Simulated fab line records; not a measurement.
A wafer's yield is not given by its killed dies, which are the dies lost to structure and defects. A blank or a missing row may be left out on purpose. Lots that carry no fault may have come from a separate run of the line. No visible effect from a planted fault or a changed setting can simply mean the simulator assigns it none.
Problem report, 8D (eight disciplines) form, completed by code | flow sky130 | the parts of the form that need people (team, actions taken, sign-off) are left out

== 1. WHAT WENT WRONG ==
NWELL_TW at SKY_NWELL_TW_MEAS_15 reads a mean of 30 on 3 wafers of 1 lot; wafers without a fault read 1817 with a standard deviation of 22. That puts it -81 standard deviations away from the usual mean.
First observed at day 5 21:47: wafer L772.1, on filmMetro-02. The record has a number at this step for 39 wafers belonging to 13 lots. Rule for "out", or "out of limits": more than 4 standard deviations from the usual mean. Any other wafer with a number is counted as sound.

== 2. WHAT IT IS, AND WHAT IT ISN'T ==
question                    | is                     | is not
which readings at this step | NWELL_TW               | -
which lots                  | L772                   | L767, L768, L779, L780, L782, L784, L785, L786, L787, L788, L789, L790
which wafers of those lots  | all that have a number | -
read on which gauges        | filmMetro-02           | filmMetro-03, filmMetro-04
when                        | from day 5 21:47       | up to then (6 sound wafers); but 30 sound wafers of L779, L780, L782, L784, L785, L786, L787, L788, L789, L790 came after

== 3. THE SUSPECTS, EACH WITH WHAT RULES IT OUT ==
Counting: a tool at a process step up to the reading stays a suspect if it ran every lot that is out and no sound lot after the first of them.
- ruled out: the gauge at SKY_NWELL_TW_MEAS_15. All the wafers that are out were read on filmMetro-02, but those of them that SKY_PWDE_STRIP_09 has rows for are out there too, on other tools.
- plasmaAsher-03 at SKY_PWDE_STRIP_09 (strips in O2/N2): ruled out as a lasting fault. Sound lots L788, L789, L790 ran on it after its first lot that is out, L772 (day 5 03:53).
- plasmaAsher-01 at SKY_NWELL_STRIP_14 (strips in O2/N2): ruled out as a lasting fault. Sound lots L780, L784, L785 ran on it after its first lot that is out, L772 (day 5 21:41).
Left after counting: nothing in the record.

== 4. THE CAUSE (what the simulator had put in) ==
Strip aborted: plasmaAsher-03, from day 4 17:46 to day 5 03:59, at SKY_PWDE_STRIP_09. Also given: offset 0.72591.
It was ruled out by counting, in error; the rule expects a fault to strike all lots run on its tool from its start on, and this fault did not.

== 5. THE CHAIN OF EFFECTS, in route order ==
Rows list readings where the struck wafers' mean (over those with a number) sits beyond 3 standard deviations from the usual. Only readings for which the record gives a usual standard deviation are gone through. hours: the time from each lot's start at the first step in this table that gives one to its start at this step, as a median over the lots. sigmas: the change in usual standard deviations.
hours | step                 | reading              | usual      | on struck wafers | change | sigmas
0     | SKY_PWDE_STRIP_09    | oesProductAu         | 0.723 a.u. | 0.939            | +0.216 | +49
18    | SKY_NWELL_STRIP_14   | stripTimeToEndpointS | 36.91 s    | 58.21            | +21.30 | +99 or more
18    | SKY_NWELL_TW_MEAS_15 | NWELL_TW             | 1817       | 30               | -1787  | -81
Here are the process steps it includes:
- SKY_PWDE_STRIP_09: strips in O2/N2.
- SKY_NWELL_STRIP_14: strips in O2/N2.
Readings that are blank on the struck wafers while sound wafers have them: stripTimeToEndpointS at SKY_PWDE_STRIP_09.
Later steps that measure or inspect, where all struck wafers having a row at the step show a number for every such reading and not one has moved that far: SKY_VT_ADJUST_HVTR_CD_MEAS_07.

== 6. WHAT WOULD HAVE CAUGHT IT SOONER ==
The first out-of-limits reading at a measuring or inspecting step in this record came at day 5 21:47, 28 hours after the fault's start at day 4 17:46.
Tool's own readings at SKY_PWDE_STRIP_09, oesProductAu: out on all struck wafers the step has rows for; an alarm limit on them would have tripped on the first.
